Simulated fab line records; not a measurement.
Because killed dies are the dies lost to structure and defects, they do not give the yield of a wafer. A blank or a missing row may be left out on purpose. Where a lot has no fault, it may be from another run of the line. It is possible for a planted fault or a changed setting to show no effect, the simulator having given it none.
Comparing a struck lot with a sound one :: flow gf180mcu :: 16 out of 602 route steps
Sound: wafers L625.1, L625.4, L625.6. The struck wafers were L628.1, L628.4, L628.5. The cause is named last.
Order at every step that has rows: each side's tool, ch and its chambers, its first start. Under that, the readings that differ: sound wafers :: struck wafers :: difference of the means :: sigmas: that difference in standard deviations of wafers without a fault.
alike: a reading whose means differ by less than 2 such deviations, as well as words and numbers matching on both sides. not compared: withheld readings; readings where some wafer has no value; bounds like >300 that might hide an equal value; numbers whose values overlap and for which the record gives no deviation.
A row with sigmas, a row that says differs or no value, or rows on one side alone: a step with any of these is where the two part. Non-overlapping numbers with no deviation appear without sigmas and do not part them. A reading that every wafer of one side lacks parts them only if that side has two wafers or more.

GF_STI_CMP_25: polishes, stops on Si3N4, t overpolish 33 s, target thk 524.6 nm.
  sound on cmp-01 ch 0,2, day 5 13:47; struck on cmp-01 ch 0,3, day 6 01:16
  alike: motor_current_A, overpolish_run_s, slurry_flow_ml_min, time_to_endpoint_s
then, 4 steps without rows for these wafers: GF_STI_WET_ETCH_26 (etches SiO2 in dHF, target depth 94 nm, time 188 s); GF_STI_WET_ETCH_27 (etches Si3N4 in H3PO4, target depth 160 nm, time 1825 s); GF_STI_WET_ETCH_28 (etches SiO2 in dHF, target depth 20 nm, time 40 s); GF_STI_OXIDATION_29 (stabilise 600 s, purge 300 s, target thk 10 nm).
GF_STI_THK_MEAS_30:
  sound: film_metro-02 at day 5 18:09; struck: film_metro-04 at day 6 03:53
reading: STI_OXIDATION_02_THK (nm)
sound: 9.68 9.84 9.80
struck: 10.26 10.35 10.36
difference: +0.55
sigmas: +3
then, 6 steps without rows for these wafers: GF_DNWELL_DEHYDRATE_00 (time 60 s); GF_DNWELL_HMDS_01 (prime time 60 s); GF_DNWELL_COAT_02 (resist thk 3000 nm); GF_DNWELL_SOFTBAKE_03; GF_DNWELL_EXPOSE_04 (exposes mask DNWELL, target cd 1700 nm); GF_DNWELL_PEB_05.
GF_DNWELL_DEVELOP_06: develop time 61.66 s.
  struck on litho_track-04, day 6 18:00; sound on litho_track-04 ch 0, day 6 08:00
  no value came back on the struck wafers for chill_plate_temp_C (C), develop_time_s (s); on the sound wafers chill_plate_temp_C (C) reads 22.81 22.81 22.82
next, for these wafers, 1 step has no rows: GF_DNWELL_IMPLANT_07.
GF_DNWELL_STRIP_08: strips in O2/N2.
  sound on plasma_asher-01 ch 0,1, day 6 08:50; struck on plasma_asher-04 ch 0,1, day 6 18:44
  alike: drypump_motor_current_A, heater_power_w, oes_product_au, strip_time_to_endpoint_s
  not compared: rf_hours_counter_h
GF_DNWELL_TW_MEAS_09:
  sound: film_metro-03 at day 6 08:56; struck: film_metro-03 at day 6 19:04
reading: DNWELL_TW
sound: 1370 1371 1370
struck: 31 31 31
difference: -1339
sigmas: -79
  not compared: hold

WHERE THEY PART
At GF_STI_THK_MEAS_30 first; at GF_DNWELL_TW_MEAS_09 last (within this record only).

WHY: what the simulator had put in
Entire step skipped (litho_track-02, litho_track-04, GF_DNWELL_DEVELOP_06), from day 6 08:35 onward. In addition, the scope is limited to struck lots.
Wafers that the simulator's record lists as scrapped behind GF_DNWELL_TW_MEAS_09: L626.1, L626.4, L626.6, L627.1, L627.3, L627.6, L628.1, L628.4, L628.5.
